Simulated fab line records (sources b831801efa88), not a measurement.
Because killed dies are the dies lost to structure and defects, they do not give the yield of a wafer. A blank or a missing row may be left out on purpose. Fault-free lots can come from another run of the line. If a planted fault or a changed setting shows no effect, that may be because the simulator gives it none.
Which of the tools did it? | flow sky130 | 14 lots, 42 wafers sampled, at 3 steps of a route of 708

WHAT EACH GAUGE READ, for each wafer
SKY_CONTACT_CD_MEAS_14 targets a cd of 170 nm.
lot  | measured     | on        | cd nm (nm)
L496 | day 32 09:56 | cd sem-01 | 171.5 170.9 170.6
L498 | day 33 17:04 | cd sem-01 | 170.9 171.0 170.1
L499 | day 33 19:32 | cd sem-01 | 169.7 170.5 170.9
L500 | day 34 06:40 | cd sem-01 | 167.7 166.6 166.3
L503 | day 34 16:16 | cd sem-02 | 173.0 171.9 173.4
L504 | day 35 01:26 | cd sem-02 | 167.8 168.3 167.1
L505 | day 35 09:26 | cd sem-01 | 169.1 168.3 168.9
L506 | day 36 12:25 | cd sem-02 | 134.7 135.6 134.3
L508 | day 36 20:13 | cd sem-02 | 137.5 138.8 136.8
L509 | day 37 01:34 | cd sem-01 | 144.8 143.4 143.6
L510 | day 37 02:07 | cd sem-02 | 143.4 144.1 144.8
L511 | day 37 10:02 | cd sem-01 | 169.2 170.0 170.4
L512 | day 37 11:35 | cd sem-01 | 169.9 170.9 170.7
L513 | day 37 21:58 | cd sem-01 | 168.8 166.8 169.8

SKY_CONTACT_OVL_MEAS_15.
lot  | measured     | on         | CONTACT_OVL (nm)
L496 | day 32 10:02 | overlay-02 | -8 -21 -13
L498 | day 33 17:11 | overlay-01 | -4 -10 -14
L499 | day 33 19:38 | overlay-02 | 3 -1 3
L500 | day 34 06:45 | overlay-02 | 3 -2 0
L503 | day 34 16:23 | overlay-01 | 0 -2 6
L504 | day 35 01:32 | overlay-02 | -9 -8 -3
L505 | day 35 09:32 | overlay-02 | 3 -3 -5
L506 | day 36 12:32 | overlay-02 | -6 -14 -10
L508 | day 36 20:20 | overlay-01 | -6 -5 -8
L509 | day 37 01:39 | overlay-02 | 0 7 -1
L510 | day 37 02:14 | overlay-02 | 5 -5 0
L511 | day 37 10:08 | overlay-01 | -2 6 -2
L512 | day 37 11:41 | overlay-02 | -8 0 -2
L513 | day 37 22:03 | overlay-01 | 12 3 4

WHAT TOOL EACH LOT RAN ON (gives the tool, then ch and the chambers of the sampled wafers, and finally the start)
lot  | SKY_CONTACT_EXPOSE_11
L496 | krf scanner-02 ch 0, day 31 20:14
L498 | krf scanner-01 ch 0, day 33 03:32
L499 | krf scanner-01 ch 0, day 33 06:17
L500 | krf scanner-01 ch 0, day 33 17:45
L503 | krf scanner-02 ch 0, day 34 03:29
L504 | krf scanner-01 ch 0, day 34 11:47
L505 | krf scanner-01 ch 0, day 34 20:50
L506 | krf scanner-01 ch 0, day 36 00:10
L508 | krf scanner-01 ch 0, day 36 07:40
L509 | krf scanner-01 ch 0, day 36 12:51
L510 | krf scanner-01 ch 0, day 36 13:37
L511 | krf scanner-02 ch 0, day 36 20:49
L512 | krf scanner-02 ch 0, day 36 22:29
L513 | krf scanner-02 ch 0, day 37 09:33
- SKY_CONTACT_EXPOSE_11: exposes mask CTM1, target cd 170 nm.

WHAT THE TOOLS THEMSELVES READ (means of the sampled wafers that have a number; where no wafer has one, the mark that the record gives instead)
SKY_CONTACT_EXPOSE_11.
lot  | tool           | exposure dose mJ cm2
L496 | krf scanner-02 | 37.99
L498 | krf scanner-01 | 37.99
L499 | krf scanner-01 | 38.01
L500 | krf scanner-01 | 37.96
L503 | krf scanner-02 | 38.04
L504 | krf scanner-01 | 37.98
L505 | krf scanner-01 | 37.98
L506 | krf scanner-01 | 31.74
L508 | krf scanner-01 | 31.73
L509 | krf scanner-01 | 32.96
L510 | krf scanner-01 | 32.99
L511 | krf scanner-02 | 38.00
L512 | krf scanner-02 | 38.05
L513 | krf scanner-02 | 38.01

THE ANSWER, worked out from the rows above alone
Rule: what is usual is taken from the lots themselves. Put in order of their means at a reading, lots are off if they are a third of the lots or fewer, leave a main group of 4 or more, and stand apart from it by a gap of 3 or more times the standard deviation of the main group's means; of several such gaps the widest counts. The tables above print the reading to a certain number of digits; a main group whose means all agree to those digits is not used. Also off: a lot with no number at a reading for which 4 or more lots have one. All remaining lots with rows at the step are treated as sound. First the gauges in route order, then the tools' own readings, where a lot's mean is used as printed above. The first step at which some lot is off is used, and at that step the reading that is off furthest; a lot without a number counts as furthest.
Off: L506, L508, L509, L510, at SKY_CONTACT_CD_MEAS_14 (cd nm). The main group: mean 169.7 nm, standard deviation 1.7.
A tool fits if, at a process step before that reading, it ran every lot that is off, and no sound lot after the first of them. Not tried: the gauges at SKY_CONTACT_CD_MEAS_14; whatever is off there is also off at SKY_CONTACT_EXPOSE_11, on other tools, and gauge error can't account for it. One fits: krf scanner-01 at SKY_CONTACT_EXPOSE_11. Its last sound lot is L505 (day 34 20:50), its first lot that is off L506 (day 36 00:10): a fault that began between those two fits.
On the lots that are off, the tool's own readings at SKY_CONTACT_EXPOSE_11 differ by more than 5 times the standard deviation of the sound lots' means, which bears it out; exposure dose mJ cm2 reads 32.36 there versus 38.00 on the sound lots.

WHAT HAD BEEN PUT IN BY THE SIMULATOR
Process parameters drifting: krf scanner-01 at SKY_CONTACT_EXPOSE_11, beginning at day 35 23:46. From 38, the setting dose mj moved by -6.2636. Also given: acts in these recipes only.
Lots struck among those shown: L506, L508, L509, L510. Same finding as the rule above.
